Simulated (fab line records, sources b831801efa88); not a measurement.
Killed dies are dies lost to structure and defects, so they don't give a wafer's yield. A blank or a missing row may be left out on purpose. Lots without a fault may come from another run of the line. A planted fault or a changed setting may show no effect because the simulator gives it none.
Which tool did it? | flow sky130 | 12 lots, 36 wafers sampled, at 4 steps of a route of 708

WHAT THE GAUGES READ, wafer by wafer
SKY_LOCAL_INTERCONNECT_CD_MEAS_11: target cd 170 nm. Usual: cd_nm 170.1 nm, standard deviation 1.4.
lot  | measured     | on        | cd_nm (nm)                          | flag
L266 | day 30 03:41 | cd_sem-01 | 168.5 169.2 169.4                   |
L267 | day 30 10:55 | cd_sem-01 | 167.3 166.1 167.2                   |
L268 | day 31 03:11 | cd_sem-02 | 170.4 170.6 171.2                   |
L269 | day 31 10:28 | cd_sem-01 | 169.3 170.5 169.0                   |
L270 | day 31 19:38 | cd_sem-01 | 169.9 170.7 170.1                   |
L276 | day 33 16:32 | cd_sem-02 | 168.5 171.0 169.8                   |
L278 | day 34 06:50 | cd_sem-02 | 176.4 175.9 176.7 176.3 175.5 176.7 | OFF
L279 | day 34 14:02 | cd_sem-01 | 175.0 174.5 175.2 175.4 174.2 175.5 | OFF
L280 | day 34 20:11 | cd_sem-01 | 172.9 171.0 172.5                   |
L283 | day 35 16:34 | cd_sem-01 | 167.9 170.7 171.0                   |
L284 | day 36 02:13 | cd_sem-02 | 169.6 168.7 168.7                   |
L285 | day 36 09:11 | cd_sem-01 | 170.0 169.0 170.6                   |

WHICH TOOL RAN EACH LOT (tool, then ch and the chambers of the sampled wafers, then the start)
lot  | SKY_LI_CONTACT_CVD_21         | SKY_LOCAL_INTERCONNECT_SPUTTER_00 | SKY_LOCAL_INTERCONNECT_DEVELOP_10
L266 | cvd_w-02 ch 0, day 28 23:19   | pvd_sputter-04, day 28 23:55      | litho_track-02 ch 0, day 30 03:00
L267 | cvd_w-01 ch 0, day 29 06:04   | pvd_sputter-04, day 29 06:40      | litho_track-03 ch 0, day 30 10:00
L268 | cvd_w-01 ch 0,1, day 29 23:04 | pvd_sputter-04, day 29 23:40      | litho_track-03 ch 0, day 31 03:00
L269 | cvd_w-02 ch 1, day 30 05:28   | pvd_sputter-02, day 30 06:12      | litho_track-01 ch 0, day 31 10:00
L270 | cvd_w-02 ch 0,1, day 30 14:41 | pvd_sputter-02, day 30 15:17      | litho_track-03 ch 0, day 31 19:00
L276 | cvd_w-01 ch 0,1, day 32 13:11 | pvd_sputter-04, day 32 13:48      | litho_track-02 ch 0, day 33 16:00
L278 | cvd_w-02 ch 0,1, day 33 05:13 | pvd_sputter-02, day 33 05:49      | litho_track-02 ch 0, day 34 06:00
L279 | cvd_w-01 ch 0,1, day 33 10:58 | pvd_sputter-01, day 33 11:34      | litho_track-02 ch 0, day 34 13:00
L280 | cvd_w-01 ch 0,1, day 33 17:38 | pvd_sputter-02, day 33 18:14      | litho_track-01 ch 0, day 34 20:00
L283 | cvd_w-02 ch 0,1, day 34 14:13 | pvd_sputter-02, day 34 14:49      | litho_track-03 ch 0, day 35 16:00
L284 | cvd_w-01 ch 0,1, day 34 23:26 | pvd_sputter-04, day 35 00:02      | litho_track-01 ch 0, day 36 02:00
L285 | cvd_w-01 ch 1, day 35 05:46   | pvd_sputter-04, day 35 06:22      | litho_track-03 ch 0, day 36 09:00
- SKY_LI_CONTACT_CVD_21: deposits W, target thk 400 nm, time 120.56 s.
- SKY_LOCAL_INTERCONNECT_SPUTTER_00: material TiN, target thk 100 nm, time 83.3 s.
- SKY_LOCAL_INTERCONNECT_DEVELOP_10: develop time 60 s.

WHAT THE TOOLS THEMSELVES READ (means of the sampled wafers that have a number; where no wafer has one, the mark that the record gives instead)
SKY_LI_CONTACT_CVD_21. Usual: heater_power_w 768 W, standard deviation 21.
lot  | tool     | heater_power_w (W) | flag
L266 | cvd_w-02 | 779                |
L267 | cvd_w-01 | 759                |
L268 | cvd_w-01 | 757                |
L269 | cvd_w-02 | 779                |
L270 | cvd_w-02 | 792                |
L276 | cvd_w-01 | 758                |
L278 | cvd_w-02 | 801                |
L279 | cvd_w-01 | 760                |
L280 | cvd_w-01 | 743                |
L283 | cvd_w-02 | 794                |
L284 | cvd_w-01 | 738                |
L285 | cvd_w-01 | 745                |

SKY_LOCAL_INTERCONNECT_SPUTTER_00. Usual: throttle_valve_pct 29.8 %, standard deviation 0.78.
lot  | tool           | throttle_valve_pct (%) | flag
L266 | pvd_sputter-04 | 29.3                   |
L267 | pvd_sputter-04 | 29.8                   |
L268 | pvd_sputter-04 | 29.9                   |
L269 | pvd_sputter-02 | 29.7                   |
L270 | pvd_sputter-02 | 29.6                   |
L276 | pvd_sputter-04 | 29.9                   |
L278 | pvd_sputter-02 | 30.2                   |
L279 | pvd_sputter-01 | 29.3                   |
L280 | pvd_sputter-02 | 29.9                   |
L283 | pvd_sputter-02 | 29.9                   |
L284 | pvd_sputter-04 | 29.3                   |
L285 | pvd_sputter-04 | 29.7                   |

THE ANSWER, worked out from the rows above alone
Rule: a lot is off if the mean of its wafers that have a number lies more than 3 standard deviations from the usual mean. A lot without any number at a reading at which 4 lots or more have one is off too. The other lots that the step has rows for count as sound. The gauges are gone through in route order, then the tools' own readings, and for those a lot's mean is taken as printed above. The first step at which some lot is off is used, and at that step the reading that is off furthest; a lot without a number counts as furthest.
Off: L278, L279, at SKY_LOCAL_INTERCONNECT_CD_MEAS_11 (cd_nm).
A tool fits if, at a process step before that reading, it ran every lot that is off, and no sound lot after the first of them. The gauges at SKY_LOCAL_INTERCONNECT_CD_MEAS_11 are tried like those tools. One fits: litho_track-02 at SKY_LOCAL_INTERCONNECT_DEVELOP_10. Its last sound lot is L276 (day 33 16:00), its first lot that is off L278 (day 34 06:00): a fault that began between those two fits.

WHAT THE SIMULATOR HAD PUT IN
Process parameter drift: litho_track-02, from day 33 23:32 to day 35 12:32, at SKY_LOCAL_INTERCONNECT_DEVELOP_10. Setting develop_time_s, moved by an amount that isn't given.
Lots struck among those shown: L278, L279. The rule above found the same.
